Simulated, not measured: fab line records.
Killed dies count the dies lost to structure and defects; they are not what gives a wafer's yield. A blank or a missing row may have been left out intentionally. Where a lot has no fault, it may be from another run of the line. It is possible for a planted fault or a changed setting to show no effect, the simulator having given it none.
fab line records + flow sky130
[record]
- lots = 15
- wafers = 45
- lastDay = 50
route steps=708 shown VIA2@530 METAL3@564
lots untouched by any fault: they come from a run of this same line in which no faults occurred
startH: hours from the record's first day to the start of the lot's first wafer shown + waitH: hours elapsed since this lot's preceding step + " same as the row above + L1.1+2: a row that stands for several wafers + - no value present, or no start provided + * or withheld: withheld + < > ~ a bound
route shown NAME@n: names a module that has steps shown in the file, with the first one's number in the route + usual: mean and standard deviation over wafers with no fault + same: alike in all rows + chamber/n: place in a boat + sites: per-site readings + _std_site: the standard deviation of these + _edge_site: the outer-site mean with the inner-site mean subtracted + radiusMm: for every site, how far away it sits from the centre of the wafer + mask NAME#n: copy n + behind: the most recent tool/chamber to have shaped the wafer + hold: cause of the lot's hold/its duration in hours/its outcome + device: transistor that didn't switch, given as n, p or np + end of line: the tests these same wafers got at the end of their route + a step given without rows: its recipe and nothing more + killed: not the wafer's yield, but the dies lost to structure and defects at the first sort + map: shows each die of a wafer: x if killed, . if not, _ if none is there
set.NAME: the run value of the setting; set.NAME@STEP: its run value at that earlier step + model.NAME: the simulator's own value behind a step, which no gauge read
steps of the route over a sample of lots; a table a step, a row a wafer
services: a tool's chamber out of use, with start hour (startH, from the record's first day; less than 0 if before it), hours out, and reason
[[steps]]
[step SKY_VIA2_THK_MEAS_23]
[recipe]
- thkMeasGauge = xrf
- reads = W_of_VIA2_CVD_21
[usual]
- VIA2_W_THK = 408/8.4
| lot.wafer | tool         | chamber | startH  | waitH | VIA2_W_THK[nm] |
|-----------|--------------|---------|---------|-------|----------------|
| L171.1    | filmMetro-02 | -       | 841.36  | 0.1   | 417            |
| L171.2    | "            | -       | "       | "     | 406            |
| L171.5    | "            | -       | "       | "     | 404            |
| L173.1    | filmMetro-03 | -       | 866.23  | 0.1   | 409            |
| L173.2    | "            | -       | "       | "     | 418            |
| L173.4    | "            | -       | "       | "     | 409            |
| L174.3    | filmMetro-02 | -       | 869.66  | 0.1   | 411            |
| L174.5    | "            | -       | "       | "     | 409            |
| L174.6    | "            | -       | "       | "     | 408            |
| L178.1    | filmMetro-02 | -       | 909.83  | 0.1   | 407            |
| L178.3    | "            | -       | "       | "     | 424            |
| L178.6    | "            | -       | "       | "     | 426            |
| L179.1    | filmMetro-03 | -       | 923.18  | 0.1   | 425            |
| L179.4    | "            | -       | "       | "     | 410            |
| L179.5    | "            | -       | "       | "     | 424            |
| L180.3    | filmMetro-02 | -       | 928.42  | 0.1   | 405            |
| L180.4    | "            | -       | "       | "     | 409            |
| L180.6    | "            | -       | "       | "     | 409            |
| L181.3    | filmMetro-03 | -       | 940.95  | 0.1   | 407            |
| L181.4    | "            | -       | "       | "     | 427            |
| L181.6    | "            | -       | "       | "     | 421            |
| L182.1    | filmMetro-02 | -       | 942.30  | 0.1   | 406            |
| L182.5    | "            | -       | "       | "     | 403            |
| L182.6    | "            | -       | "       | "     | 423            |
| L183.1    | filmMetro-03 | -       | 945.31  | 0.1   | 414            |
| L183.2    | "            | -       | "       | "     | 406            |
| L183.6    | "            | -       | "       | "     | 421            |
| L188.1    | filmMetro-04 | -       | 974.38  | 0.1   | 401            |
| L188.2    | "            | -       | "       | "     | 406            |
| L188.4    | "            | -       | "       | "     | 412            |
| L189.1    | filmMetro-04 | -       | 978.22  | 0.1   | 406            |
| L189.2    | "            | -       | "       | "     | 408            |
| L189.5    | "            | -       | "       | "     | 406            |
| L190.2    | filmMetro-04 | -       | 981.69  | 0.1   | 415            |
| L190.3    | "            | -       | "       | "     | 413            |
| L190.6    | "            | -       | "       | "     | 414            |
| L192.2    | filmMetro-02 | -       | 992.79  | 0.1   | 398            |
| L192.3    | "            | -       | "       | "     | 402            |
| L192.6    | "            | -       | "       | "     | 394            |
| L193.1    | filmMetro-02 | -       | 999.46  | 0.1   | 407            |
| L193.3    | "            | -       | "       | "     | 394            |
| L193.5    | "            | -       | "       | "     | 407            |
| L194.2    | filmMetro-02 | -       | 1018.74 | 0.1   | 407            |
| L194.3    | "            | -       | "       | "     | 402            |
| L194.5    | "            | -       | "       | "     | 400            |
[step SKY_VIA2_CMP_24]
[recipe]
- stopOn = SiO2
- tOverpolishS = 20
- downForcePsi = 3.5
- platenRpm = 60
- targetThkNm = 0
- padVelocityMS = 0.94248
[usual]
- headPressurePsi = 3.499/0.0076
- motorCurrentA = 11.0/0.97
- overpolishRunS = 19.999/0.0083
- timeToEndpointS = 101/4
| lot.wafer | tool   | chamber | startH  | waitH | headPressurePsi | motorCurrentA | overpolishRunS | timeToEndpointS |
|-----------|--------|---------|---------|-------|-----------------|---------------|----------------|-----------------|
| L171.2    | cmp-01 | 3       | 841.42  | 0.0   | 3.496           | 9.9           | 20.001         | 100             |
| L171.1    | "      | 1       | "       | "     | 3.491           | 10.1          | 20.010         | 105             |
| L171.5    | "      | 0       | "       | "     | 3.496           | 12.2          | 20.003         | 101             |
| L173.1    | cmp-01 | 3       | 866.29  | 0.1   | 3.493           | 10.0          | 20.019         | 103             |
| L173.4    | "      | 0       | "       | "     | 3.492           | 12.2          | 19.993         | 103             |
| L173.2    | "      | 1       | "       | "     | 3.484           | 9.8           | 20.009         | 108             |
| L174.3    | cmp-02 | 1       | 869.80  | 0.1   | 3.500           | 11.9          | 19.989         | 98              |
| L174.5    | "      | 3       | "       | "     | 3.504           | 10.9          | 20.008         | 105             |
| L174.6    | "      | 0       | "       | "     | 3.499           | 10.9          | 19.988         | 97              |
| L178.3    | cmp-01 | 1       | 909.99  | 0.1   | 3.509           | 9.7           | 20.002         | 105             |
| L178.1    | "      | 2       | "       | "     | 3.492           | 10.6          | 20.002         | 103             |
| L178.6    | "      | 0       | "       | "     | 3.505           | 12.4          | 19.990         | 108             |
| L179.1    | cmp-02 | 3       | 923.24  | 0.1   | 3.511           | 11.3          | 20.003         | 102             |
| L179.4    | "      | 2       | "       | "     | 3.502           | 12.3          | 19.984         | 97              |
| L179.5    | "      | 0       | "       | "     | 3.510           | 11.0          | 19.992         | 99              |
| L180.4    | cmp-01 | 2       | 928.51  | 0.1   | 3.497           | 10.8          | 19.990         | 104             |
| L180.3    | "      | 0       | "       | "     | 3.494           | 12.2          | 19.986         | 104             |
| L180.6    | "      | 2       | "       | "     | 3.485           | 10.2          | 20.008         | 103             |
| L181.3    | cmp-01 | 3       | 940.99  | 0.0   | 3.499           | 9.6           | 19.999         | 99              |
| L181.4    | "      | 1       | "       | "     | 3.501           | 10.2          | 20.000         | 104             |
| L181.6    | "      | 0       | "       | "     | 3.492           | 12.4          | 19.992         | 103             |
| L182.1    | cmp-02 | 2       | 942.51  | 0.2   | 3.505           | 12.0          | 20.009         | 103             |
| L182.6    | "      | 3       | "       | "     | 3.492           | 11.3          | 19.988         | 105             |
| L182.5    | "      | 0       | "       | "     | 3.511           | 10.9          | 19.997         | 98              |
| L183.2    | cmp-01 | 0       | 945.42  | 0.1   | 3.494           | 11.9          | 19.997         | 99              |
| L183.1    | "      | 2       | "       | "     | 3.497           | 10.7          | 19.992         | 103             |
| L183.6    | "      | 0       | "       | "     | 3.502           | 12.2          | 20.002         | 105             |
| L188.1    | cmp-01 | 0       | 974.51  | 0.1   | 3.506           | 12.9          | 19.997         | 101             |
| L188.4    | "      | 1       | "       | "     | 3.486           | 9.9           | 20.014         | 105             |
| L188.2    | "      | 2       | "       | "     | 3.506           | 10.6          | 20.012         | 103             |
| L189.1    | cmp-02 | 1       | 978.28  | 0.1   | 3.492           | 11.8          | 20.001         | 100             |
| L189.2    | "      | 0       | "       | "     | 3.488           | 11.2          | 20.000         | 99              |
| L189.5    | "      | 2       | "       | "     | 3.491           | 11.9          | 20.004         | 105             |
| L190.3    | cmp-01 | 0       | 981.74  | 0.0   | 3.502           | 12.1          | 19.997         | 99              |
| L190.2    | "      | 2       | "       | "     | 3.490           | 11.1          | 19.998         | 97              |
| L190.6    | "      | 1       | "       | "     | 3.497           | 10.3          | 19.994         | 102             |
| L192.2    | cmp-01 | 3       | 992.84  | 0.0   | 3.516           | 10.4          | 19.997         | 95              |
| L192.3    | "      | 0       | "       | "     | 3.503           | 12.3          | 20.008         | 96              |
| L192.6    | "      | 0       | "       | "     | 3.497           | 12.3          | 20.007         | 95              |
| L193.3    | cmp-01 | 0       | 999.68  | 0.2   | 3.498           | 12.1          | 20.008         | 101             |
| L193.1    | "      | 2       | "       | "     | 3.496           | 10.5          | 20.011         | 104             |
| L193.5    | "      | 3       | "       | "     | 3.491           | 9.5           | 19.994         | 101             |
| L194.2    | cmp-01 | 3       | 1018.89 | 0.1   | 3.505           | 9.5           | 19.990         | 101             |
| L194.3    | "      | 0       | "       | "     | 3.505           | 12.5          | 19.994         | 101             |
| L194.5    | "      | 2       | "       | "     | 3.506           | 10.4          | 20.003         | 101             |
[step SKY_METAL3_OVL_MEAS_14]
[usual]
- METAL3_OVL = 0/4.4
| lot.wafer | tool       | chamber | startH  | waitH | METAL3_OVL[nm] |
|-----------|------------|---------|---------|-------|----------------|
| L171.1    | overlay-01 | -       | 894.67  | 0.1   | 3              |
| L171.2    | "          | -       | "       | "     | 4              |
| L171.5    | "          | -       | "       | "     | 1              |
| L173.1    | overlay-01 | -       | 918.38  | 0.1   | 1              |
| L173.2    | "          | -       | "       | "     | 9              |
| L173.4    | "          | -       | "       | "     | 1              |
| L174.3    | overlay-01 | -       | 921.08  | 0.1   | 1              |
| L174.5    | "          | -       | "       | "     | -2             |
| L174.6    | "          | -       | "       | "     | 6              |
| L178.1    | overlay-02 | -       | 958.61  | 0.1   | 2              |
| L178.3    | "          | -       | "       | "     | 1              |
| L178.6    | "          | -       | "       | "     | 5              |
| L179.1    | overlay-02 | -       | 972.33  | 0.1   | -3             |
| L179.4    | "          | -       | "       | "     | 3              |
| L179.5    | "          | -       | "       | "     | -7             |
| L180.3    | overlay-01 | -       | 977.53  | 0.1   | -1             |
| L180.4    | "          | -       | "       | "     | -10            |
| L180.6    | "          | -       | "       | "     | -8             |
| L181.3    | overlay-02 | -       | 989.82  | 0.1   | 1              |
| L181.4    | "          | -       | "       | "     | -5             |
| L181.6    | "          | -       | "       | "     | -5             |
| L182.1    | overlay-01 | -       | 991.17  | 0.1   | -6             |
| L182.5    | "          | -       | "       | "     | 1              |
| L182.6    | "          | -       | "       | "     | -1             |
| L183.1    | overlay-01 | -       | 994.08  | 0.1   | -6             |
| L183.2    | "          | -       | "       | "     | -3             |
| L183.6    | "          | -       | "       | "     | -9             |
| L188.1    | overlay-01 | -       | 1022.61 | 0.1   | 0              |
| L188.2    | "          | -       | "       | "     | 1              |
| L188.4    | "          | -       | "       | "     | -3             |
| L189.1    | overlay-01 | -       | 1026.37 | 0.1   | 3              |
| L189.2    | "          | -       | "       | "     | -3             |
| L189.5    | "          | -       | "       | "     | 5              |
| L190.2    | overlay-01 | -       | 1029.11 | 0.1   | 2              |
| L190.3    | "          | -       | "       | "     | -4             |
| L190.6    | "          | -       | "       | "     | -2             |
| L192.2    | overlay-01 | -       | 1039.58 | 0.1   | -8             |
| L192.3    | "          | -       | "       | "     | 1              |
| L192.6    | "          | -       | "       | "     | -10            |
| L193.1    | overlay-01 | -       | 1045.82 | 0.1   | 5              |
| L193.3    | "          | -       | "       | "     | -1             |
| L193.5    | "          | -       | "       | "     | 8              |
| L194.2    | overlay-02 | -       | 1063.99 | 0.1   | -1             |
| L194.3    | "          | -       | "       | "     | 4              |
| L194.5    | "          | -       | "       | "     | -2             |
[step SKY_METAL3_STRIP_19]
[recipe]
- chemistry = O2/N2
- powerW = 1400
- pressureMtorr = 1500
- platenTempC = withheld
- o2FlowSccm = 3000
- n2FlowSccm = 300
- overashFraction = 0.5
[usual]
- chamberPressureMTorr = 1499.9/1.4
- drypumpMotorCurrentA = 5.6/0.35
- oesProductAu = 0.502/0.006
- stripTimeToEndpointS = 6.54/0.1
| lot.wafer | tool           | chamber | startH  | waitH | chamberPressureMTorr | drypumpMotorCurrentA | oesProductAu | rfHoursCounterH | stripTimeToEndpointS |
|-----------|----------------|---------|---------|-------|----------------------|----------------------|--------------|-----------------|----------------------|
| L171.1    | plasmaAsher-01 | 1       | 895.03  | 0.1   | 1501.7               | 6.2                  | 0.507        | 14              | 6.59                 |
| L171.2    | "              | 0       | "       | "     | 1499.4               | 5.7                  | 0.496        | 14              | 6.51                 |
| L171.5    | "              | 1       | "       | "     | 1500.2               | 6.2                  | 0.499        | -               | 6.57                 |
| L173.1    | plasmaAsher-04 | 1       | 918.92  | 0.3   | 1503.0               | 5.3                  | 0.498        | 77              | 6.67                 |
| L173.2    | "              | 0       | "       | "     | 1499.6               | 5.8                  | 0.507        | 77              | 6.65                 |
| L173.4    | "              | 0       | "       | "     | 1498.1               | 5.8                  | 0.506        | -               | 6.72                 |
| L174.3    | plasmaAsher-04 | 1       | 921.47  | 0.1   | 1500.5               | 5.3                  | 0.501        | -               | 6.47                 |
| L174.5    | "              | 1       | "       | "     | 1500.4               | 5.3                  | 0.508        | -               | 6.55                 |
| L174.6    | "              | 0       | "       | "     | 1501.0               | 5.8                  | 0.500        | -               | 6.51                 |
| L178.1    | plasmaAsher-01 | 0       | 958.97  | 0.1   | 1497.9               | 5.7                  | 0.499        | 21              | 6.44                 |
| L178.3    | "              | 0       | "       | "     | 1502.1               | 5.7                  | 0.497        | -               | 6.40                 |
| L178.6    | "              | 1       | "       | "     | 1500.0               | 6.2                  | 0.493        | -               | 6.37                 |
| L179.1    | plasmaAsher-04 | 0       | 972.69  | 0.1   | 1499.3               | 5.8                  | 0.509        | 83              | 6.64                 |
| L179.4    | "              | 1       | "       | "     | 1502.7               | 5.3                  | 0.503        | -               | 6.63                 |
| L179.5    | "              | 0       | "       | "     | 1498.6               | 5.8                  | 0.506        | -               | 6.60                 |
| L180.3    | plasmaAsher-04 | 0       | 977.92  | 0.1   | 1500.5               | 5.8                  | 0.502        | -               | 6.53                 |
| L180.4    | "              | 1       | "       | "     | 1500.6               | 5.3                  | 0.505        | -               | 6.43                 |
| L180.6    | "              | 1       | "       | "     | 1500.5               | 5.3                  | 0.496        | -               | 6.41                 |
| L181.3    | plasmaAsher-01 | 1       | 990.20  | 0.1   | 1499.7               | 6.2                  | 0.501        | -               | 6.49                 |
| L181.4    | "              | 0       | "       | "     | 1501.0               | 5.7                  | 0.511        | -               | 6.61                 |
| L181.6    | "              | 1       | "       | "     | 1500.0               | 6.2                  | 0.506        | -               | 6.65                 |
| L182.1    | plasmaAsher-01 | 0       | 991.53  | 0.1   | 1500.5               | 5.7                  | 0.489        | 24              | 6.30                 |
| L182.5    | "              | 1       | "       | "     | 1502.0               | 6.1                  | 0.504        | -               | 6.51                 |
| L182.6    | "              | 0       | "       | "     | 1500.4               | 5.7                  | 0.488        | -               | 6.28                 |
| L183.1    | plasmaAsher-04 | 1       | 994.44  | 0.1   | 1499.4               | 5.3                  | 0.497        | 85              | 6.46                 |
| L183.2    | "              | 0       | "       | "     | 1496.3               | 5.8                  | 0.499        | 85              | 6.36                 |
| L183.6    | "              | 1       | "       | "     | 1503.2               | 5.3                  | 0.495        | -               | 6.28                 |
| L188.1    | plasmaAsher-03 | 1       | 1023.10 | 0.1   | -                    | -                    | -            | -               | -                    |
| L188.2    | "              | 0       | "       | "     | -                    | -                    | -            | -               | -                    |
| L188.4    | "              | 1       | "       | "     | -                    | -                    | -            | -               | -                    |
| L189.1    | plasmaAsher-01 | 1       | 1026.91 | 0.3   | -                    | -                    | -            | -               | -                    |
| L189.2    | "              | 0       | "       | "     | -                    | -                    | -            | -               | -                    |
| L189.5    | "              | 0       | "       | "     | -                    | -                    | -            | -               | -                    |
| L190.2    | plasmaAsher-04 | 1       | 1029.65 | 0.2   | -                    | -                    | -            | -               | -                    |
| L190.3    | "              | 1       | "       | "     | -                    | -                    | -            | -               | -                    |
| L190.6    | "              | 1       | "       | "     | -                    | -                    | -            | -               | -                    |
| L192.2    | plasmaAsher-01 | 1       | 1039.93 | 0.1   | 1497.6               | 6.1                  | 0.492        | 29              | 6.51                 |
| L192.3    | "              | 0       | "       | "     | 1501.2               | 5.7                  | 0.499        | -               | 6.53                 |
| L192.6    | "              | 1       | "       | "     | 1501.0               | 6.1                  | 0.507        | -               | 6.56                 |
| L193.1    | plasmaAsher-01 | 0       | 1046.36 | 0.3   | 1498.5               | 5.7                  | 0.501        | 30              | 6.66                 |
| L193.3    | "              | 0       | "       | "     | 1500.4               | 5.7                  | 0.504        | -               | 6.64                 |
| L193.5    | "              | 1       | "       | "     | 1498.9               | 6.1                  | 0.507        | -               | 6.67                 |
| L194.2    | plasmaAsher-03 | 0       | 1064.34 | 0.1   | 1497.7               | 5.0                  | 0.491        | 0               | 6.44                 |
| L194.3    | "              | 1       | "       | "     | 1499.1               | 5.8                  | 0.498        | -               | 6.45                 |
| L194.5    | "              | 1       | "       | "     | 1498.5               | 5.8                  | 0.498        | -               | 6.37                 |
[[services]]
| tool           | chamber | startH  | hours | kind                          |
|----------------|---------|---------|-------|-------------------------------|
| cmp-02         | -       | 822.07  | 1.0   | repair                        |
| plasmaAsher-01 | -       | 838.92  | 3.3   | repair                        |
| plasmaAsher-03 | -       | 886.42  | 2.8   | pm                            |
| cmp-01         | -       | 892.20  | 5.7   | pm                            |
| plasmaAsher-04 | -       | 895.30  | 5.5   | repair                        |
| cmp-02         | -       | 903.60  | 1.4   | repair                        |
| cmp-02         | -       | 912.00  | 4.0   | pm                            |
| cmp-02         | -       | 916.00  | -     | consumableReplace:conditioner |
| cmp-02         | -       | 916.00  | -     | consumableReplace:pad         |
| cmp-02         | -       | 932.93  | 0.9   | repair                        |
| cmp-01         | -       | 939.52  | 1.2   | repair                        |
| cmp-01         | -       | 957.95  | 0.5   | repair                        |
| cmp-02         | -       | 970.11  | 0.4   | repair                        |
| cmp-01         | -       | 974.76  | 4.7   | pm                            |
| cmp-01         | -       | 982.68  | 4.8   | repair                        |
| cmp-02         | -       | 1002.70 | 7.7   | pm                            |
| plasmaAsher-01 | -       | 1009.62 | 2.8   | pm                            |
| cmp-01         | -       | 1021.69 | 1.3   | repair                        |
| cmp-01         | -       | 1023.76 | 2.2   | repair                        |
| plasmaAsher-03 | -       | 1029.53 | 2.1   | repair                        |
| plasmaAsher-03 | -       | 1055.25 | 9.0   | pm                            |
| plasmaAsher-03 | 0       | 1055.25 | 9.0   | ventCycle                     |
| plasmaAsher-03 | 1       | 1055.25 | 9.0   | ventCycle                     |
| plasmaAsher-03 | 0       | 1064.25 | -     | clean                         |
[[key]]
[firstSign]
- step = SKY_METAL3_STRIP_19
- reading = toolRecord
- direction = missing
effect none on later readings
metAt SKY_METAL3_STRIP_19
struckLots L188,L189,L190
laterRowsLeftOut L188.1,L188.2,L188.4,L189.1,L189.2,L189.5,L190.2,L190.3,L190.6
sortLeftOut L188.1,L188.2,L188.4,L189.1,L189.2,L189.5,L190.2,L190.3,L190.6
notActingAt SKY_VIA2_THK_MEAS_23,SKY_VIA2_CMP_24,SKY_METAL3_OVL_MEAS_14
onsetBetween 994.44 1023.10
[fault]
- kind = skippedStepWhole
- tool = plasmaAsher-01,plasmaAsher-03,plasmaAsher-04
- chamber = -
- onsetH = 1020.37
- steps = SKY_METAL3_STRIP_19
- scope = struckLotsOnly
// sortLeftOut: the simulated sort isn't trusted on such a fault, so these wafers' sort isn't shown, and their yield isn't known
// laterRowsLeftOut: the simulator's readings of these wafers behind a module that went badly wrong aren't trusted and aren't shown, but for the sort
